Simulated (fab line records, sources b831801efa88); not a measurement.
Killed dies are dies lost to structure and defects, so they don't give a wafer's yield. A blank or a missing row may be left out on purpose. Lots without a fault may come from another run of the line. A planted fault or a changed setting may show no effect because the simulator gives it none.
A struck lot beside a sound one | flow sfq_line | 42 steps out of a route of 325
Sound: wafers L836.1, L836.4, L836.5. Struck: wafers L851.1, L851.2, L851.3. The cause comes at the end.
At each step with rows: each side's tool, then ch and its chambers, then its first start. Under that, the readings that differ: sound wafers | struck wafers | difference of the means | sigmas: that difference in standard deviations of wafers without a fault.
alike: readings whose means differ by less than 2 such deviations, and words and numbers that are the same on both sides. not compared: withheld readings, readings that some wafer has no value for, bounds like >300 that may hide the same value, and numbers for which the record gives no deviation and whose values overlap.
The two part at a step that has a row with sigmas, a row that says differs or no value, or rows on one side only. Numbers that don't overlap but have no deviation are shown without sigmas and don't part them. A reading that every wafer of one side lacks parts them only if that side has two wafers or more.

first, 3 steps without rows for these wafers: SFQ_TRILAYER_JJ_CE_BARC_OPEN_RIE_150 (chemistry O2, target BARC, target depth 240 nm, time 80 s); SFQ_TRILAYER_JJ_CE_ETCH_RIE_118 (chemistry SF6, target Nb, stops on Al2O3, time 97.7 s, target depth 170 nm); SFQ_TRILAYER_JJ_ANODIZE_ANODIZE_119.
SFQ_TRILAYER_JJ_CE_STRIP_STRIP_120: strips in O2.
  sound on rie_metal-01 ch 1, day 52 08:31; struck on rie_metal-04 ch 0,1, day 62 09:59
  alike: chamber_pressure_mTorr, drypump_motor_current_A, oes_product_au
  not compared: rf_hours_counter_h
then, 7 steps without rows for these wafers: SFQ_TRILAYER_JJ_CE_STRIP_SOLV_CLEAN_121 (cleans in NMP, time 600 s); SFQ_TRILAYER_M5_LITHO_COAT_128 (resist thk 62 nm); SFQ_TRILAYER_M5_LITHO_COAT_123 (resist thk 600 nm); SFQ_TRILAYER_M5_LITHO_SOFTBAKE_127; SFQ_TRILAYER_M5_LITHO_EXPOSE_124 (exposes mask M5, target cd 700 nm); SFQ_TRILAYER_M5_LITHO_PEB_126 (peb time 60 s); SFQ_TRILAYER_M5_LITHO_DEVELOP_125 (time 60 s).
-- the record jumps here: 5 days lie between the struck wafers' starts before and after --
SFQ_M5_OVL_MEAS_932:
  sound on overlay-01, day 57 11:49; struck on overlay-01, day 67 00:47
  alike: M5_OVL
SFQ_TRILAYER_M5_BARC_OPEN_METAL_ETCH_161: etches BARC in O2, target depth 125 nm, time 41.7 s.
  sound on rie_metal-02 ch 0, day 57 11:50; struck on rie_metal-01 ch 0,1, day 67 00:50
  no value came back on the struck wafers for bias_w (W), chamber_pressure_mTorr (mTorr), drypump_motor_current_A (A), oes_product_au (a.u.); on the sound wafers bias_w (W) reads 79.87 80.10 80.46
  reading                                             | sound             | struck          | difference | sigmas
  model.KrF_of_TRILAYER_M5_LITHO_COAT_123.thk_nm (nm) | 523.2 522.1 523.1 | 573.9 577 575.3 | +52.6      |
  not compared: rf_hours_counter_h
SFQ_TRILAYER_M5_ETCH_METAL_ETCH_126: etches Nb in Cl2/BCl3, stops on SiO2, time 203.2 s, target depth 265 nm.
  sound on rie_metal-02 ch 0, day 57 11:54; struck on rie_metal-01 ch 0,1, day 67 00:53
  reading                                             | sound             | struck            | difference | sigmas
  oes_product_au (a.u.)                               | 0.726 0.728 0.732 | 0.380 0.370 0.377 | -0.353     | -62
  model.KrF_of_TRILAYER_M5_LITHO_COAT_123.thk_nm (nm) | 370.5 369.9 371   | 420.6 425.2 421.1 | +51.8      |
  alike: bias_w, chamber_pressure_mTorr, drypump_motor_current_A
  not compared: rf_hours_counter_h
then, 5 steps without rows for these wafers: SFQ_TRILAYER_M5_STRIP_STRIP_127 (strips in O2); SFQ_TRILAYER_M5_STRIP_SOLV_CLEAN_128 (cleans in NMP, time 600 s); SFQ_TRILAYER_A5B_DEP_PECVD_129 (deposits SiO2 from SiH4/N2O, time 133.33 s, target thk 600 nm); SFQ_TRILAYER_A5B_CMP_CMP_130 (polishes, stops on Nb, target thk 340.7 nm); SFQ_TRILAYER_A5B_METRO_MEASURE_131.
SFQ_TRILAYER_R5_DEP_SPUTTER_132: material Ti, target thk 5 nm, time 5 s.
  sound on pvd_sputter-05, day 57 17:10; struck on pvd_sputter-05, day 67 07:21
  alike: throttle_valve_pct
then, 1 step without rows for these wafers: SFQ_TRILAYER_R5_DEP_SPUTTER_133 (material MoNx, target thk 40 nm, time 66.7 s).
SFQ_TRILAYER_R5_DEP_SPUTTER_134: material Ti, target thk 5 nm, time 5 s.
  sound on pvd_sputter-05, day 57 17:14; struck on pvd_sputter-05, day 67 07:25
  alike: throttle_valve_pct
SFQ_R5_RS_MEAS_933: measures by four-point-probe.
  sound on film_metro-03, day 57 17:16; struck on film_metro-01, day 67 07:26
  reading             | sound          | struck         | difference | sigmas
  R5_MONX_RS (ohm/sq) | 7.21 7.28 7.25 | 7.02 7.12 7.15 | -0.15      | -2
SFQ_R5_THK_MEAS_934: measures by xrf.
  sound on film_metro-03, day 57 17:23; struck on film_metro-01, day 67 07:34
  reading          | sound          | struck         | difference | sigmas
  R5_MONX_THK (nm) | 38.6 38.3 38.5 | 40.4 39.8 39.5 | +1.4       | +3
then, 3 steps without rows for these wafers: SFQ_TRILAYER_R5_LITHO_COAT_141 (resist thk 62 nm); SFQ_TRILAYER_R5_LITHO_COAT_136 (resist thk 600 nm); SFQ_TRILAYER_R5_LITHO_SOFTBAKE_140.
SFQ_TRILAYER_R5_LITHO_EXPOSE_137: exposes mask R5, target cd 500 nm.
  sound on krf_scanner-01 ch 0, day 62 23:07; struck on krf_scanner-01, day 67 21:07
  no value came back on the struck wafers for exposure_dose_mJ_cm2, focus_offset_nm (nm); on the sound wafers exposure_dose_mJ_cm2 reads 14.410 14.384 14.355
  alike: mask
then, 2 steps without rows for these wafers: SFQ_TRILAYER_R5_LITHO_PEB_139 (peb time 60 s); SFQ_TRILAYER_R5_LITHO_DEVELOP_138 (time 60 s).
SFQ_R5_OVL_MEAS_935:
  sound on overlay-01, day 63 00:37; struck on overlay-02, day 67 22:37
  reading     | sound  | struck | difference                    | sigmas
  R5_OVL (nm) | 0 0 -3 | - - -  | no value on the struck wafers |
then, 2 steps without rows for these wafers: SFQ_TRILAYER_R5_BARC_OPEN_METAL_ETCH_177 (etches BARC in O2, target depth 125 nm, time 41.7 s); SFQ_TRILAYER_R5_ETCH_METAL_ETCH_139 (etches the open film in Cl2, stops on SiO2, target depth 60 nm, time 40 s).
SFQ_TRILAYER_R5_STRIP_STRIP_140: strips in O2.
  sound on rie_metal-03 ch 0,1, day 63 00:46; struck on rie_metal-04 ch 0,1, day 67 22:46
  alike: chamber_pressure_mTorr, drypump_motor_current_A, oes_product_au
  not compared: rf_hours_counter_h
then, 1 step without rows for these wafers: SFQ_TRILAYER_R5_STRIP_SOLV_CLEAN_141 (cleans in NMP, time 600 s).
SFQ_TRILAYER_A5C_DEP_PECVD_142: deposits SiO2 from SiH4/N2O, time 15.556 s, target thk 70 nm.
  sound on pecvd-04 ch 0,1, day 63 01:32; struck on pecvd-02 ch 0,1,2, day 67 23:32
  alike: heater_power_w, showerhead_vpp_V, throttle_valve_pct
  not compared: since_wet_clean_h
then, 5 steps without rows for these wafers: SFQ_TRILAYER_I5_LITHO_COAT_149 (resist thk 62 nm); SFQ_TRILAYER_I5_LITHO_COAT_144 (resist thk 650 nm); SFQ_TRILAYER_I5_LITHO_SOFTBAKE_148; SFQ_TRILAYER_I5_LITHO_PEB_147 (peb time 60 s); SFQ_TRILAYER_I5_LITHO_DEVELOP_146 (time 60 s).
-- the record jumps here: 24 days lie between the struck wafers' starts before and after --
SFQ_M8_BOW_MEAS_951:
  sound on film_metro-02, day 88 03:50; struck on film_metro-04, day 91 12:46
  reading                       | sound             | struck | difference | sigmas
  model.etest.r5.comb_log10_ohm | 12 12 12          | 0 0 0  | -12        |
  model.etest.m5.comb_log10_ohm | 12 12 12          | 0 0 0  | -12        |
  model.etest.jj.g_times        | 1.009 1.006 1.007 | 0 0 0  | -1         |
  alike: M8_BOW

WHERE THEY PART
First at SFQ_TRILAYER_M5_BARC_OPEN_METAL_ETCH_161; last, within this record, at SFQ_R5_OVL_MEAS_935. Later steps at which nothing parts them and some readings are alike: SFQ_TRILAYER_R5_STRIP_STRIP_140, SFQ_TRILAYER_A5C_DEP_PECVD_142, SFQ_M8_BOW_MEAS_951.

WHY: what the simulator had put in
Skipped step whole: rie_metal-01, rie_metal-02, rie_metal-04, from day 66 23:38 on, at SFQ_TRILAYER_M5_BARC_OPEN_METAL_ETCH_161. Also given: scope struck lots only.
